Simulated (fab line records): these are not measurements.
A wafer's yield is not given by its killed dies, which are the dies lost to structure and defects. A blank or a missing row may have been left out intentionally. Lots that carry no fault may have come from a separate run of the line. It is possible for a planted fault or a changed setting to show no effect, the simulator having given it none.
Matching of chambers | flow gf180mcu | 4 sister chambers for GF_V3_ETCH_16 on rie diel-04
The step etches BARC in N2/H2. 8 wafers are shown with their chamber, then 10 later ones without.

## WAFERS PAIRED WITH THEIR CHAMBERS
wafer  | chamber | drypump motor current A (A) | oes product au (a.u.)
L080.1 | 0       | 4.8                         | 0.850
L084.2 | 0       | 4.8                         | 0.858
L086.4 | 2       | 5.9                         | 0.853
L087.1 | 3       | 5.6                         | 0.858
L087.4 | 1       | 6.5                         | 0.855
L087.6 | 1       | 6.5                         | 0.849
L091.1 | 2       | 6.0                         | 0.855
L091.2 | 3       | 5.6                         | 0.845

## WAFERS MISSING THEIR CHAMBER
wafer  | drypump motor current A (A) | oes product au (a.u.)
L091.3 | 4.8                         | 0.851
L092.2 | 6.5                         | 0.853
L092.3 | 5.6                         | 0.853
L092.6 | 5.9                         | 0.847
L095.1 | 5.9                         | 0.854
L095.3 | 6.5                         | 0.853
L095.4 | 6.5                         | 0.855
L097.2 | 6.5                         | 0.860
L097.3 | 4.8                         | 0.855
L097.6 | 6.5                         | 0.851

## EACH ONE'S CHAMBER
wafer  | from the rows above | in truth
L091.3 | 0                   | 0
L092.2 | 1                   | 1
L092.3 | 3                   | 3
L092.6 | 2                   | 2
L095.1 | 2                   | 2
L095.3 | 1                   | 1
L095.4 | 1                   | 1
L097.2 | 1                   | 1
L097.3 | 0                   | 0
L097.6 | 1                   | 1
10 of 10 placed correctly. Number that these rows cannot place: 0. 0 placed wrongly.
How it was worked out, from the rows above alone: a wafer's distance from a chamber is the root of the sum, over the readings, of the square of ((its reading less the chamber's mean) divided by the reading's scatter). The wafer belongs to the nearest chamber; if the next one is less than 2 further off, it can't be placed. A chamber's mean is the mean of its shown wafers. The scatter: take each reading less its chamber's mean, square it, sum over the shown wafers, divide by the number of wafers less the number of chambers, and take the root.
